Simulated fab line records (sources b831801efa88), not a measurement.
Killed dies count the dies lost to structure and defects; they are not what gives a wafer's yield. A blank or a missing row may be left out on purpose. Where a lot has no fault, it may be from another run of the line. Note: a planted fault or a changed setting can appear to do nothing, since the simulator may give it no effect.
Which of the tools did it? + flow gf180mcu + 32 wafers from 11 lots sampled at 6 of the route's 602 steps

## WHAT THE GAUGES READ, wafer by wafer
GF_V3_RS_MEAS_24: uses a four-point probe to measure.
| lot  | measured     | on            | V3_W_RS (ohm/sq)  |
|------|--------------|---------------|-------------------|
| L203 | day 22 18:50 | film-metro-03 | 0.326 0.329 0.326 |
| L208 | day 24 09:16 | film-metro-04 | 0.261 0.324       |
| L212 | day 25 21:04 | film-metro-03 | 0.327 0.323 0.326 |
| L215 | day 26 17:26 | film-metro-03 | 0.325 0.325 0.323 |
| L218 | day 27 12:45 | film-metro-03 | 0.324 0.322 0.326 |
| L219 | day 28 03:07 | film-metro-01 | 0.320 0.313 0.315 |
| L221 | day 28 16:37 | film-metro-04 | 0.331 0.320 0.322 |
| L222 | day 29 03:52 | film-metro-03 | 0.330 0.330 0.330 |
| L223 | day 29 07:01 | film-metro-03 | 0.321 0.319 0.325 |
| L224 | day 29 14:39 | film-metro-04 | 0.321 0.322 0.318 |
| L225 | day 30 00:04 | film-metro-03 | 0.323 0.322 0.324 |

GF_V3_THK_MEAS_25: measures by xrf.
| lot  | measured     | on            | V3_W_THK (nm) |
|------|--------------|---------------|---------------|
| L203 | day 22 18:56 | film-metro-03 | 347 344 349   |
| L208 | day 24 09:21 | film-metro-04 | 432 349       |
| L212 | day 25 21:11 | film-metro-03 | 345 348 345   |
| L215 | day 26 17:32 | film-metro-03 | 347 347 351   |
| L218 | day 27 12:52 | film-metro-03 | 349 352 345   |
| L219 | day 28 03:14 | film-metro-01 | 357 365 362   |
| L221 | day 28 16:43 | film-metro-04 | 345 356 353   |
| L222 | day 29 03:59 | film-metro-03 | 340 338 339   |
| L223 | day 29 07:07 | film-metro-03 | 347 352 342   |
| L224 | day 29 14:46 | film-metro-04 | 357 355 361   |
| L225 | day 30 00:10 | film-metro-03 | 349 349 350   |

## TOOL THAT RAN EACH LOT (tool first, then ch and the chambers of the sampled wafers, then the start)
| lot  | GF_V2_SPUTTER_21             | GF_M3_SPUTTER_00             | GF_M3_SPUTTER_03             | GF_V3_CVD_23                  |
|------|------------------------------|------------------------------|------------------------------|-------------------------------|
| L203 | pvd-sputter-04, day 20 16:33 | pvd-sputter-01, day 20 17:15 | pvd-sputter-01, day 20 17:25 | cvd-w-01 ch 0,1, day 22 18:43 |
| L208 | pvd-sputter-01, day 22 08:10 | pvd-sputter-04, day 22 09:03 | pvd-sputter-04, day 22 09:13 | cvd-w-01 ch 1, day 24 09:08   |
| L212 | pvd-sputter-04, day 23 22:47 | pvd-sputter-01, day 23 23:28 | pvd-sputter-01, day 23 23:38 | cvd-w-02 ch 0,1, day 25 20:58 |
| L215 | pvd-sputter-04, day 24 19:49 | pvd-sputter-01, day 24 20:30 | pvd-sputter-01, day 24 20:40 | cvd-w-02 ch 0,1, day 26 17:19 |
| L218 | pvd-sputter-04, day 25 15:46 | pvd-sputter-01, day 25 16:28 | pvd-sputter-01, day 25 16:37 | cvd-w-02 ch 0,1, day 27 12:38 |
| L219 | pvd-sputter-04, day 26 06:13 | pvd-sputter-04, day 26 06:54 | pvd-sputter-04, day 26 07:04 | cvd-w-01 ch 0,1, day 28 02:59 |
| L221 | pvd-sputter-01, day 26 22:18 | pvd-sputter-01, day 26 23:08 | pvd-sputter-01, day 26 23:18 | cvd-w-01 ch 0,1, day 28 16:29 |
| L222 | pvd-sputter-04, day 27 09:02 | pvd-sputter-02, day 27 09:44 | pvd-sputter-02, day 27 09:53 | cvd-w-01 ch 0, day 29 03:44   |
| L223 | pvd-sputter-04, day 27 12:02 | pvd-sputter-01, day 27 12:44 | pvd-sputter-01, day 27 12:53 | cvd-w-02 ch 0,1, day 29 06:54 |
| L224 | pvd-sputter-03, day 27 20:20 | pvd-sputter-04, day 27 21:02 | pvd-sputter-04, day 27 21:12 | cvd-w-01 ch 1, day 29 14:32   |
| L225 | pvd-sputter-03, day 28 06:24 | pvd-sputter-04, day 28 07:05 | pvd-sputter-04, day 28 07:15 | cvd-w-02 ch 0,1, day 29 23:57 |
- GF_V2_SPUTTER_21: material Ti, target thk 15 nm, time 80.02 s.
- GF_M3_SPUTTER_00: material Ti, target thk 37.5 nm, time 150 s.
- GF_M3_SPUTTER_03: material Ti, target thk 10 nm, time 6.7 s.
- GF_V3_CVD_23: deposits W, target thk 350 nm, time 104.9 s.

## AS READ BY THE TOOLS THEMSELVES (means over the sampled wafers that have a number; for cases with no such wafer, the mark the record gives instead)
GF_V2_SPUTTER_21.
| lot  | tool           | throttle-valve-pct (%) |
|------|----------------|------------------------|
| L203 | pvd-sputter-04 | 29.4                   |
| L208 | pvd-sputter-01 | 31.5                   |
| L212 | pvd-sputter-04 | 30.5                   |
| L215 | pvd-sputter-04 | 30.1                   |
| L218 | pvd-sputter-04 | 29.9                   |
| L219 | pvd-sputter-04 | 30.5                   |
| L221 | pvd-sputter-01 | 30.6                   |
| L222 | pvd-sputter-04 | 30.2                   |
| L223 | pvd-sputter-04 | 30.1                   |
| L224 | pvd-sputter-03 | 30.2                   |
| L225 | pvd-sputter-03 | 30.9                   |

GF_M3_SPUTTER_00.
| lot  | tool           | throttle-valve-pct (%) |
|------|----------------|------------------------|
| L203 | pvd-sputter-01 | 30.6                   |
| L208 | pvd-sputter-04 | 30.2                   |
| L212 | pvd-sputter-01 | 30.7                   |
| L215 | pvd-sputter-01 | 30.1                   |
| L218 | pvd-sputter-01 | 30.7                   |
| L219 | pvd-sputter-04 | 30.5                   |
| L221 | pvd-sputter-01 | 31.5                   |
| L222 | pvd-sputter-02 | 28.9                   |
| L223 | pvd-sputter-01 | 30.6                   |
| L224 | pvd-sputter-04 | 29.9                   |
| L225 | pvd-sputter-04 | 30.5                   |

GF_M3_SPUTTER_03.
| lot  | tool           | throttle-valve-pct (%) |
|------|----------------|------------------------|
| L203 | pvd-sputter-01 | 30.6                   |
| L208 | pvd-sputter-04 | 30.4                   |
| L212 | pvd-sputter-01 | 30.7                   |
| L215 | pvd-sputter-01 | 30.1                   |
| L218 | pvd-sputter-01 | 30.7                   |
| L219 | pvd-sputter-04 | 30.5                   |
| L221 | pvd-sputter-01 | 31.1                   |
| L222 | pvd-sputter-02 | 28.7                   |
| L223 | pvd-sputter-01 | 30.4                   |
| L224 | pvd-sputter-04 | 29.9                   |
| L225 | pvd-sputter-04 | 30.7                   |

GF_V3_CVD_23.
| lot  | tool     | heater-power-w (W) |
|------|----------|--------------------|
| L203 | cvd-w-01 | 857                |
| L208 | cvd-w-01 | 870                |
| L212 | cvd-w-02 | 1011               |
| L215 | cvd-w-02 | 927                |
| L218 | cvd-w-02 | 935                |
| L219 | cvd-w-01 | 869                |
| L221 | cvd-w-01 | 870                |
| L222 | cvd-w-01 | 850                |
| L223 | cvd-w-02 | 928                |
| L224 | cvd-w-01 | 881                |
| L225 | cvd-w-02 | 1034               |

## THE ANSWER, worked out from the rows above alone
Rule: what is usual is taken from the lots themselves. Put in order of their means at a reading, lots are off if they are a third of the lots or fewer, leave a main group of 4 or more, and stand apart from it by a gap of 3 or more times the standard deviation of the main group's means; of several such gaps the widest counts. If all means in a main group match to the digits the tables above print for the reading, that group is not used. A lot without any number at a reading at which 4 lots or more have one is off too. All remaining lots with rows at the step are treated as sound. Order of review: gauges by route order, followed by the tools' own readings, for which a lot's mean as printed above is used. At the first step where some lot is off, the reading lying furthest off is the one used; lots without a number count as furthest.
Off: L208, at GF_V3_RS_MEAS_24 (V3_W_RS). The main group: mean 0.324 ohm/sq, standard deviation 0.0036.
A tool fits if, at a process step before that reading, it ran every lot that is off, and no sound lot after the first of them. Gauges at GF_V3_RS_MEAS_24: tried the same way as those tools. Of those tried, none fits.

## WHAT THE SIMULATOR PUT IN
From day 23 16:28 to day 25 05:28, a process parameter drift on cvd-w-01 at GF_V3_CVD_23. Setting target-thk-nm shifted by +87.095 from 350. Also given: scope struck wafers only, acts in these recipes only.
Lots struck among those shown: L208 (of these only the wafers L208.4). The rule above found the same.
